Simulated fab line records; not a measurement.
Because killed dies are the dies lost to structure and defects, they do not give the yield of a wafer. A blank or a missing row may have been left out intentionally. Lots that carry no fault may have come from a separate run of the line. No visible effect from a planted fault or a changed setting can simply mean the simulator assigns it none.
Which tool was responsible?    flow sky130    39 wafers from 13 lots sampled at 5 of the route's 708 steps

WHAT EACH GAUGE READ, for each wafer
SKY_VIA1_OVL_MEAS_13. Usual: VIA1_OVL gives -3 nm (standard deviation 4.6).
lot   measured      on          VIA1_OVL (nm)  flag
L718  day 34 09:38  overlay-02  -2 -2 -4       
L719  day 34 20:38  overlay-02  0 -4 -4        
L721  day 35 09:05  overlay-02  3 -2 -7        
L722  day 35 17:11  overlay-01  -9 -3 -4       
L723  day 36 07:56  overlay-02  2 7 -3         
L724  day 36 21:30  overlay-01  2 2 -3         
L725  day 37 00:35  overlay-02  -6 -6 -7       
L726  day 37 08:11  overlay-02  -7 0 -7        
L727  day 37 18:56  overlay-02  -7 1 -7        
L729  day 38 08:11  overlay-01  3 8 1          
L737  day 41 00:35  overlay-01  0 1 -2         
L738  day 41 08:08  overlay-01  3 -6 -4        
L739  day 41 10:35  overlay-02  -3 0 -6        

SKY_VIA2_THK_MEAS_01. Usual: VIA2_HDPCVD_THK gives 1180 nm (standard deviation 12).
lot   measured      on            VIA2_HDPCVD_THK (nm)  flag
L718  day 35 15:14  filmMetro-02  1179 1164 1183        
L719  day 36 01:53  filmMetro-02  1160 1151 1167        
L721  day 36 14:38  filmMetro-01  1188 1173 1174        
L722  day 36 22:17  filmMetro-01  1171 1179 1189        
L723  day 37 13:59  filmMetro-01  1190 1175 1184        
L724  day 38 03:05  filmMetro-01  1180 1189 1168        
L725  day 38 05:33  filmMetro-01  1178 1186 1162        
L726  day 38 13:13  filmMetro-04  1197 1186 1174        
L727  day 39 00:15  filmMetro-02  1190 1196 1192        
L729  day 39 12:56  filmMetro-02  1197 1180 1184        
L737  day 42 03:14  filmMetro-04  1192 571 1150         OFF
L738  day 42 11:16  filmMetro-01  1162 1182 597         OFF
L739  day 42 13:26  filmMetro-01  1170 612 1170         OFF

SKY_VIA2_OVL_MEAS_13. Usual: VIA2_OVL gives -2 nm (standard deviation 6.5).
lot   measured      on          VIA2_OVL (nm)  flag
L718  day 36 18:33  overlay-01  -7 -5 -7       
L719  day 37 05:29  overlay-01  9 2 2          
L721  day 37 18:23  overlay-01  -6 -8 -13      
L722  day 38 01:14  overlay-01  1 -16 -14      
L723  day 38 16:51  overlay-01  0 5 3          
L724  day 39 05:43  overlay-02  4 6 1          
L725  day 39 07:47  overlay-01  -3 -3 -7       
L726  day 39 15:50  overlay-02  3 2 -3         
L727  day 40 02:02  overlay-02  8 1 -3         
L729  day 40 14:32  overlay-01  -2 1 -9        
L737  day 43 03:29  overlay-01  3 4 9          
L738  day 43 11:29  overlay-01  0 2 -2         
L739  day 43 13:05  overlay-01  2 -2 0         

WHAT TOOL EACH LOT RAN ON (gives the tool, then ch and the chambers of the sampled wafers, and finally the start)
lot   SKY_METAL1_SPUTTER_03        SKY_VIA2_HDPCVD_00
L718  pvdSputter-04, day 32 00:50  hdpcvd-01 ch 0,2, day 35 15:06
L719  pvdSputter-04, day 32 12:30  hdpcvd-01 ch 0,1,2, day 36 01:45
L721  pvdSputter-01, day 33 01:55  hdpcvd-02 ch 0,1,2, day 36 14:30
L722  pvdSputter-01, day 33 10:54  hdpcvd-02 ch 0,1, day 36 22:08
L723  pvdSputter-04, day 34 00:33  hdpcvd-01 ch 0,2, day 37 13:50
L724  pvdSputter-03, day 34 13:43  hdpcvd-02 ch 0,1,2, day 38 02:59
L725  pvdSputter-03, day 34 17:33  hdpcvd-01 ch 0,2, day 38 05:25
L726  pvdSputter-03, day 34 23:46  hdpcvd-01 ch 0,1, day 38 13:05
L727  pvdSputter-03, day 35 10:33  hdpcvd-02 ch 0,2, day 39 00:08
L729  pvdSputter-01, day 36 01:22  hdpcvd-01 ch 0,1,2, day 39 12:48
L737  pvdSputter-01, day 38 20:49  hdpcvd-01 ch 0,2, day 42 03:06
L738  pvdSputter-03, day 39 04:33  hdpcvd-01 ch 0,1,2, day 42 11:08
L739  pvdSputter-04, day 39 06:55  hdpcvd-01 ch 0,1,2, day 42 13:18
- SKY_METAL1_SPUTTER_03: material Ti, target thk 5 nm, time 3.3 s.
- SKY_VIA2_HDPCVD_00: deposits SiO2, target thk 1180 nm, time 196.7 s.

AS READ BY THE TOOLS THEMSELVES (means over the sampled wafers that have a number; for cases with no such wafer, the mark the record gives instead)
SKY_METAL1_SPUTTER_03. Usual: chamberPressurePa 0.4000 Pa, standard deviation 0.0008; throttleValvePct 30.0 %, standard deviation 0.67.
lot   tool           chamberPressurePa (Pa)  throttleValvePct (%)  flag
L718  pvdSputter-04  0.4004                  29.6                  
L719  pvdSputter-04  0.4006                  29.7                  
L721  pvdSputter-01  0.4000                  30.6                  
L722  pvdSputter-01  0.4004                  30.5                  
L723  pvdSputter-04  0.3992                  30.3                  
L724  pvdSputter-03  0.4003                  30.3                  
L725  pvdSputter-03  0.4001                  30.2                  
L726  pvdSputter-03  0.4000                  30.3                  
L727  pvdSputter-03  0.4004                  30.3                  
L729  pvdSputter-01  0.4007                  30.2                  
L737  pvdSputter-01  0.4001                  29.5                  
L738  pvdSputter-03  0.4004                  30.2                  
L739  pvdSputter-04  0.4002                  29.7                  

THE ANSWER, worked out from the rows above alone
Rule: a lot is off if the mean of its wafers that have a number lies more than 3 standard deviations from the usual mean. A lot without any number at a reading at which 4 lots or more have one is off too. The other lots that the step has rows for count as sound. After the gauges, taken in route order, come the tools' own readings; for these a lot's mean is taken, as printed above. At the first step where some lot is off, the reading lying furthest off is the one used; lots without a number count as furthest.
Off: L737, L738, L739, seen at SKY_VIA2_THK_MEAS_01 (VIA2_HDPCVD_THK).
If a tool, at a process step before that reading, ran all the lots that are off and no sound lot after the first of them, it fits. The gauges at SKY_VIA2_THK_MEAS_01 are tried like those tools. One fits: SKY_VIA2_HDPCVD_00 on hdpcvd-01. A fault onset in the window from L729 (day 39 12:48, its last sound lot) to L737 (day 42 03:06, its first lot off) fits.

WHAT THE SIMULATOR PUT IN
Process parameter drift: hdpcvd-01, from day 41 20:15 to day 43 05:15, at SKY_VIA2_HDPCVD_00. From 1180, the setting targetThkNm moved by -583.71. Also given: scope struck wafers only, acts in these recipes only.
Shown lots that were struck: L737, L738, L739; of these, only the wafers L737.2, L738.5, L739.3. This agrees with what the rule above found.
